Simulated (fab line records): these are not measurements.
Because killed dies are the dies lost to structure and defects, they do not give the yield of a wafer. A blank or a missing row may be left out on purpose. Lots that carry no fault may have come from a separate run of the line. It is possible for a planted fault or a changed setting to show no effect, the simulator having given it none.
One fault seen from 2 desks / flow gf180mcu / only its own numbers are on each desk; what lay behind them is given at the end

## AT THE TOOL OWNER'S DESK: hdpcvd-02
The tool's own readings at GF_CONTACT_CVD_00 (deposits SiO2, target thk 300 nm, time 50 s): means of the sampled wafers that have a number, for each lot that ran on this tool. A lot is out of limits, marked OUT, if its mean lies more than 4 standard deviations from the usual mean; the brackets give that distance.
Columns: A = sih4-flow-sccm at GF_CONTACT_CVD_00, usual 60.01 sccm
lot=L178; first seen here=day 15 11:38; A=59.85
lot=L179; first seen here=day 16 03:47; A=59.94
lot=L186; first seen here=day 18 15:26; A=60.04
lot=L187; first seen here=day 19 06:21; A=51.06 (-53) OUT
lot=L189; first seen here=day 20 04:22; A=51.10 (-52) OUT
lot=L197; first seen here=day 23 00:20; A=60.14
lot=L199; first seen here=day 23 10:32; A=60.02
This desk's finding: out of limits on L187, L189; first on L187, day 19 06:21 (sih4-flow-sccm at GF_CONTACT_CVD_00). Within limits: L178, L179, L186, L197, L199.

## AT THE METROLOGY DESK
Lot by lot, what the gauges showed, no matter which tool ran the lot: averages of those sampled wafers that carry a number. A lot is out of limits, marked OUT, if its mean lies more than 4 standard deviations from the usual mean; the brackets give that distance.
Columns: A = CONTACT_CVD_00_THK at GF_CONTACT_THK_MEAS_01, usual 301 nm; B = V1_CVD_02_THK at GF_V1_THK_MEAS_03, usual 849 nm; C = V3_CVD_00_THK at GF_V3_THK_MEAS_01, usual 627 nm
lot=L177; first seen here=day 15 09:17; A=299; B=857; C=626
lot=L178; first seen here=day 15 11:41; A=302; B=833; C=633
lot=L179; first seen here=day 16 03:50; A=303; B=848; C=631
lot=L180; first seen here=day 16 11:19; A=302; B=830; C=628
lot=L184; first seen here=day 18 00:14; A=301; B=845; C=620
lot=L186; first seen here=day 18 15:28; A=302; B=859; C=630
lot=L187; first seen here=day 19 06:25; A=259 (-13) OUT; B=851; C=637
lot=L188; first seen here=day 19 09:24; A=302; B=830; C=624
lot=L189; first seen here=day 20 04:25; A=253 (-15) OUT; B=852; C=635
lot=L190; first seen here=day 20 13:36; A=302; B=847; C=627
lot=L191; first seen here=day 21 03:28; A=300; B=845; C=630
lot=L197; first seen here=day 23 00:23; A=304; B=841; C=622
lot=L199; first seen here=day 23 10:35; A=301; B=868; C=639
This desk's result: L187, L189 out of limits, first on L187 (CONTACT_CVD_00_THK at GF_CONTACT_THK_MEAS_01), day 19 06:25. Within limits: L177, L178, L179, L180, L184, L186, L188, L190, L191, L197, L199.

## BROUGHT TOGETHER
The tool owner's desk had the chance to raise an alarm at day 19 06:21 on L187, L189.
An alarm was possible from the metrology desk at day 19 06:25, on L187, L189.
Of the lots named, all ran GF_CONTACT_CVD_00 on hdpcvd-02.

## WHAT THE SIMULATOR HAD INSERTED
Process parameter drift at GF_CONTACT_CVD_00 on hdpcvd-02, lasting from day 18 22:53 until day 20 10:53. The setting sih4-flow-sccm was moved by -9, starting from 60. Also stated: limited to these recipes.
Shown lots that were struck: L187, L189.
Time in hours from fault onset to the first out-of-limits reading at each desk: tool owner's desk 7, metrology desk 8.
